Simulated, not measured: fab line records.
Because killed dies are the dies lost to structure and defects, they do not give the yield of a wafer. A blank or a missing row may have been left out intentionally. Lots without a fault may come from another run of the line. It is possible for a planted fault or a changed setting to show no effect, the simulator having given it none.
A struck lot beside a sound one | flow sky130 | 16 out of 708 route steps
Sound: these wafers, L522.3, L522.4, L522.5. Wafers struck: L536.3, L536.5, L536.6. The cause comes at the end.
Each step with rows lists, per side, the tool, then ch with its chambers, then its first start. Under that, the readings that differ: sound wafers | struck wafers | difference of the means | sigmas: that difference in standard deviations of wafers without a fault.
alike: readings with means less than 2 such deviations apart, plus words and numbers identical on both sides. not compared: withheld readings, readings lacking a value on some wafer, bounds such as >300 that could conceal the same value, and numbers that have no deviation in the record and whose values overlap.
Wherever a step has rows on one side only, a row that says differs or no value, or a row with sigmas, the two part there. Non-overlapping numbers with no deviation appear without sigmas and do not part them. A reading missing from all wafers of one side parts the sides only when that side holds two or more wafers.

SKY_GATE_OXIDE_TW_MEAS_14:
  sound on film metro-02 at day 14 20:25; struck on film metro-02 at day 19 13:37
  alike: GATE_OXIDE_TW
then, 3 steps without rows for these wafers: SKY_GATE_OXIDE_CLEAN_15 (cleans in SC1/SC2, time 150 s); SKY_GATE_OXIDE_OXIDATION_16 (stabilise 600 s, purge 300 s, target thk 3.57 nm); SKY_POLY_GATE_CVD_00 (deposits poly-Si, target thk 180 nm, time 720 s).
SKY_POLY_GATE_THK_MEAS_01:
  sound on film metro-02 at day 15 00:35; struck on film metro-01 at day 19 16:27
  alike: POLY_GATE_CVD_00_THK
then, 7 steps without rows for these wafers: SKY_RES_PROTECT_DEHYDRATE_00 (time 60 s); SKY_RES_PROTECT_HMDS_01 (prime time 60 s); SKY_RES_PROTECT_COAT_02 (resist thk 1140 nm); SKY_RES_PROTECT_SOFTBAKE_03 (time 60 s); SKY_RES_PROTECT_EXPOSE_04 (exposes mask RPM, target cd 1270 nm); SKY_RES_PROTECT_PEB_05; SKY_RES_PROTECT_DEVELOP_06 (develop time 60 s).
SKY_POLY_GATE_IMPLANT_02:
  sound on implanter-01 ch 0, day 16 03:37; struck on implanter-04 ch 0, day 20 22:44
SKY_RES_PROTECT_STRIP_07: strips in O2/N2.
  sound on plasma asher-04 ch 0,1, day 16 03:45; struck on plasma asher-04 ch 0,1, day 20 22:53
  reading                      | sound             | struck            | difference | sigmas
  strip time to endpoint s (s) | 23.35 23.33 23.30 | 24.13 24.11 24.14 | +0.80      | +19
  alike: drypump motor current A, oes product au
  not compared: rf hours counter h
SKY_RES_PROTECT_TW_MEAS_08:
  sound on film metro-02 at day 16 03:50; struck on film metro-02 at day 20 22:58
  alike: POLY_GATE_TW
-- a jump in the record: the struck wafers' starts before and after are 29 days apart (it breaks off in module RES_PROTECT and resumes in module PAD_OPEN, where the first step shown is number 708 of the route) --
SKY_PAD_OPEN_PROBE_99:
  sound on prober-01 at day 46 12:32; struck on prober-02 at day 49 17:49
  reading                          | sound             | struck            | difference | sigmas
  model.etest.res poly.line ohm um | 529.8 516.3 523.5 | 434.4 457.9 480.9 | -65.5      |
  model.etest.licon poly.rc ohm    | 155.3 149.5 156.3 | 126.4 129 130     | -25.2      |
  model.etest.res poly.rs ohm sq   | 48.23 48.22 47.78 | 43.15 43.03 43.39 | -4.89      |
  alike: killed_at_M0_to_M3, killed_at_M4_up, killed at contacts, killed at front end, killed at other, killed dies, killed open, killed short

== WHERE THEY PART ==
Only at SKY_RES_PROTECT_STRIP_07, within this record. Later steps at which nothing parts them and some readings are alike: SKY_RES_PROTECT_TW_MEAS_08, SKY_PAD_OPEN_PROBE_99.

WHY: the cause the simulator had injected
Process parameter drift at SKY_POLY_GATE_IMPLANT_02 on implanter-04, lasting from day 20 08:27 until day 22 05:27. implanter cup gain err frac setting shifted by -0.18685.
